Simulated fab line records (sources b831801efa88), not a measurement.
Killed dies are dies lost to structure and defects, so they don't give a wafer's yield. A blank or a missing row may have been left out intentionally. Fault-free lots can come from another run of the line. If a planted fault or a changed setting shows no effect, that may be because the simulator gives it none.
Chamber matching + flow sfq-line + rie-diel-01 running SFQ_TRILAYER_C5_BARC_OPEN_VIA_ETCH_210: 3 sister chambers
The step etches BARC in O2, target depth 125 nm, time 41.7 s. 14 wafers are shown with their chamber, then 6 later ones without.

## WAFERS PAIRED WITH THEIR CHAMBERS
| wafer  | chamber | oes-product-au (a.u.) |
|--------|---------|-----------------------|
| L813.2 | 1       | 0.692                 |
| L813.4 | 3       | 0.686                 |
| L813.5 | 2       | 0.688                 |
| L816.1 | 3       | 0.692                 |
| L816.4 | 1       | 0.688                 |
| L816.5 | 2       | 0.681                 |
| L818.1 | 1       | 0.688                 |
| L818.3 | 3       | 0.690                 |
| L818.4 | 2       | 0.687                 |
| L820.2 | 3       | 0.689                 |
| L820.4 | 3       | 0.681                 |
| L820.5 | 1       | 0.688                 |
| L823.1 | 2       | 0.686                 |
| L823.5 | 1       | 0.685                 |

SIGNATURES (means of the wafers above)
| reading        | chamber 1 | chamber 2 | chamber 3 | scatter within a chamber |
|----------------|-----------|-----------|-----------|--------------------------|
| oes-product-au | 0.68820   | 0.68550   | 0.68760   | 0.0034                   |
Rule: for each reading, subtract the chamber's mean from the wafer's reading, divide by that reading's scatter and square the result; add these up over the readings and take the root, which gives the wafer's distance from the chamber. The wafer belongs to the nearest chamber; if the next one is less than 2 further off, it can't be placed. The scatter: take each reading less its chamber's mean, square it, sum over the shown wafers, divide by the number of wafers less the number of chambers, and take the root.

## WAFERS WITHOUT THEIR CHAMBER
| wafer  | oes-product-au (a.u.) |
|--------|-----------------------|
| L823.6 | 0.684                 |
| L826.3 | 0.690                 |
| L826.4 | 0.695                 |
| L826.6 | 0.686                 |
| L830.2 | 0.687                 |
| L830.3 | 0.675                 |

## WHICH CHAMBER EACH ONE RAN IN
| wafer  | from the rows above          | in truth |
|--------|------------------------------|----------|
| L823.6 | can't be placed: 2 or 3 or 1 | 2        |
| L826.3 | can't be placed: 1 or 3 or 2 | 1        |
| L826.4 | can't be placed: 1 or 3 or 2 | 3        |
| L826.6 | can't be placed: 2 or 3 or 1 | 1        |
| L830.2 | can't be placed: 3 or 1 or 2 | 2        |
| L830.3 | can't be placed: 2 or 3 or 1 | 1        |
Placed correctly: 0 of 6. Unplaceable from these rows: 6, with the true chamber sitting among the candidates in 6. 0 placed wrongly.
